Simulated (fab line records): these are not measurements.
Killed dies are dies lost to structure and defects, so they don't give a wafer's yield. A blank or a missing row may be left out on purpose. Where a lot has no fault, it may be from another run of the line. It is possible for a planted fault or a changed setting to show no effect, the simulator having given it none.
Check of tool commonality / flow sky130 / 12 lots and 33 wafers in the sample

WHY IT WAS OPENED
At SKY_FIELD_ISO_THK_MEAS_25 the reading FIELD_ISO_CVD_24_THK is flagged on 3 of 12 lots. Wafers without a fault read 596 nm, standard deviation 6.8.
Rule: a lot is flagged when every wafer of it that has a number lies more than 4 standard deviations from that mean, or none has a number. The other lots count as sound.

lot=L680; measured=day 2 07:56; on=film metro-04; FIELD_ISO_CVD_24_THK (nm), wafer by wafer=587 585 584; flag=
lot=L681; measured=day 2 13:57; on=film metro-04; FIELD_ISO_CVD_24_THK (nm), wafer by wafer=587 593 589; flag=
lot=L682; measured=day 2 17:37; on=film metro-04; FIELD_ISO_CVD_24_THK (nm), wafer by wafer=596 595 592; flag=
lot=L684; measured=day 3 06:02; on=film metro-03; FIELD_ISO_CVD_24_THK (nm), wafer by wafer=595 604 603; flag=
lot=L685; measured=day 3 09:20; on=film metro-01; FIELD_ISO_CVD_24_THK (nm), wafer by wafer=592 599 603; flag=
lot=L686; measured=day 3 14:52; on=film metro-03; FIELD_ISO_CVD_24_THK (nm), wafer by wafer=606 601 602; flag=
lot=L688; measured=day 3 23:47; on=film metro-01; FIELD_ISO_CVD_24_THK (nm), wafer by wafer=914 915; flag=FLAGGED
lot=L689; measured=day 4 06:07; on=film metro-01; FIELD_ISO_CVD_24_THK (nm), wafer by wafer=911 912; flag=FLAGGED
lot=L692; measured=day 5 03:11; on=film metro-01; FIELD_ISO_CVD_24_THK (nm), wafer by wafer=905 905; flag=FLAGGED
lot=L696; measured=day 5 22:30; on=film metro-01; FIELD_ISO_CVD_24_THK (nm), wafer by wafer=597 599 608; flag=
lot=L700; measured=day 6 16:34; on=film metro-01; FIELD_ISO_CVD_24_THK (nm), wafer by wafer=603 600 600; flag=
lot=L702; measured=day 7 07:03; on=film metro-04; FIELD_ISO_CVD_24_THK (nm), wafer by wafer=598 605 609; flag=
On average the flagged lots' numbers are 910 nm, which is +314 nm against the usual, or +46 standard deviations.

WHICH TOOL RAN EACH LOT
2 process steps preceding the reading are held in the record, out of 708 steps in the route. Read each cell as the tool, then ch plus the chambers that the sampled wafers visited, then the start.
lot=L680; flag=; SKY_FIELD_ISO_STRIP_16=plasma asher-01 ch 0,1, day 2 04:35; SKY_FIELD_ISO_CVD_24=hdpcvd-01 ch 0,1, day 2 07:50
lot=L681; flag=; SKY_FIELD_ISO_STRIP_16=plasma asher-03 ch 0,1, day 2 10:53; SKY_FIELD_ISO_CVD_24=hdpcvd-01 ch 0,2, day 2 13:52
lot=L682; flag=; SKY_FIELD_ISO_STRIP_16=plasma asher-03 ch 0,1, day 2 15:52; SKY_FIELD_ISO_CVD_24=hdpcvd-01 ch 0,1,2, day 2 17:32
lot=L684; flag=; SKY_FIELD_ISO_STRIP_16=plasma asher-03 ch 0,1, day 3 03:51; SKY_FIELD_ISO_CVD_24=hdpcvd-02 ch 0,2, day 3 05:58
lot=L685; flag=; SKY_FIELD_ISO_STRIP_16=plasma asher-02 ch 0,1, day 3 07:02; SKY_FIELD_ISO_CVD_24=hdpcvd-01 ch 1,2, day 3 09:14
lot=L686; flag=; SKY_FIELD_ISO_STRIP_16=plasma asher-01 ch 0,1, day 3 11:47; SKY_FIELD_ISO_CVD_24=hdpcvd-01 ch 0,1,2, day 3 14:48
lot=L688; flag=FLAGGED; SKY_FIELD_ISO_STRIP_16=plasma asher-01 ch 1, day 3 22:04; SKY_FIELD_ISO_CVD_24=hdpcvd-01 ch 0, day 3 23:43
lot=L689; flag=FLAGGED; SKY_FIELD_ISO_STRIP_16=plasma asher-01 ch 1, day 4 03:36; SKY_FIELD_ISO_CVD_24=hdpcvd-01 ch 0, day 4 06:02
lot=L692; flag=FLAGGED; SKY_FIELD_ISO_STRIP_16=plasma asher-03 ch 0, day 4 20:59; SKY_FIELD_ISO_CVD_24=hdpcvd-01 ch 1, day 5 03:07
lot=L696; flag=; SKY_FIELD_ISO_STRIP_16=plasma asher-02 ch 0,1, day 5 20:45; SKY_FIELD_ISO_CVD_24=hdpcvd-02 ch 0,1,2, day 5 22:26
lot=L700; flag=; SKY_FIELD_ISO_STRIP_16=plasma asher-03 ch 0, day 6 14:02; SKY_FIELD_ISO_CVD_24=hdpcvd-02 ch 0,1, day 6 16:29
lot=L702; flag=; SKY_FIELD_ISO_STRIP_16=plasma asher-01 ch 0,1, day 7 02:30; SKY_FIELD_ISO_CVD_24=hdpcvd-02 ch 1,2, day 7 06:59
What is done by these steps:
- SKY_FIELD_ISO_STRIP_16: strips in O2/N2.
- SKY_FIELD_ISO_CVD_24: deposits SiO2, target thk 595 nm, time 99.2 s.
- SKY_FIELD_ISO_THK_MEAS_25

FLAGGED OVER TOTAL, TOOL BY TOOL (the gauges that took the reading come last)
step=SKY_FIELD_ISO_STRIP_16; tool=plasma asher-01; lots run=5; flagged=2; share of the flagged lots=some; sound lots run after its first flagged lot=1 (L702)
step=SKY_FIELD_ISO_STRIP_16; tool=plasma asher-02; lots run=2; flagged=0; share of the flagged lots=none; sound lots run after its first flagged lot=-
step=SKY_FIELD_ISO_STRIP_16; tool=plasma asher-03; lots run=5; flagged=1; share of the flagged lots=some; sound lots run after its first flagged lot=1 (L700)
step=SKY_FIELD_ISO_CVD_24; tool=hdpcvd-01; lots run=8; flagged=3; share of the flagged lots=all; sound lots run after its first flagged lot=0
step=SKY_FIELD_ISO_CVD_24; tool=hdpcvd-02; lots run=4; flagged=0; share of the flagged lots=none; sound lots run after its first flagged lot=-
step=SKY_FIELD_ISO_THK_MEAS_25; tool=film metro-01; lots run=6; flagged=3; share of the flagged lots=all; sound lots run after its first flagged lot=2 (L696,L700)
step=SKY_FIELD_ISO_THK_MEAS_25; tool=film metro-03; lots run=2; flagged=0; share of the flagged lots=none; sound lots run after its first flagged lot=-
step=SKY_FIELD_ISO_THK_MEAS_25; tool=film metro-04; lots run=4; flagged=0; share of the flagged lots=none; sound lots run after its first flagged lot=-

WHAT IS ALLOWED BY THE TABLE
In 2 table rows, all flagged lots were run: hdpcvd-01 (SKY_FIELD_ISO_CVD_24), film metro-01 (SKY_FIELD_ISO_THK_MEAS_25).
- hdpcvd-01 at SKY_FIELD_ISO_CVD_24: 3 of its 8 lots flagged. A fault beginning between L686 (day 3 14:48), its last sound lot, and L688 (day 3 23:43), its first flagged one, fits the data.
- film metro-01 at SKY_FIELD_ISO_THK_MEAS_25: 3 of its 6 lots flagged. Sound lots ran on it after the first flagged one (L696, L700), which a lasting fault on the whole tool wouldn't allow.
Just one tool remains: hdpcvd-01 at SKY_FIELD_ISO_CVD_24.

WHAT THE SIMULATOR PUT IN
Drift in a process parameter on hdpcvd-01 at SKY_FIELD_ISO_CVD_24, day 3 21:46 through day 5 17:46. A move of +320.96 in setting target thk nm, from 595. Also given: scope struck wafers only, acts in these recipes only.
Lots struck among those shown: L688, L689, L692. The same result came from the rule above.
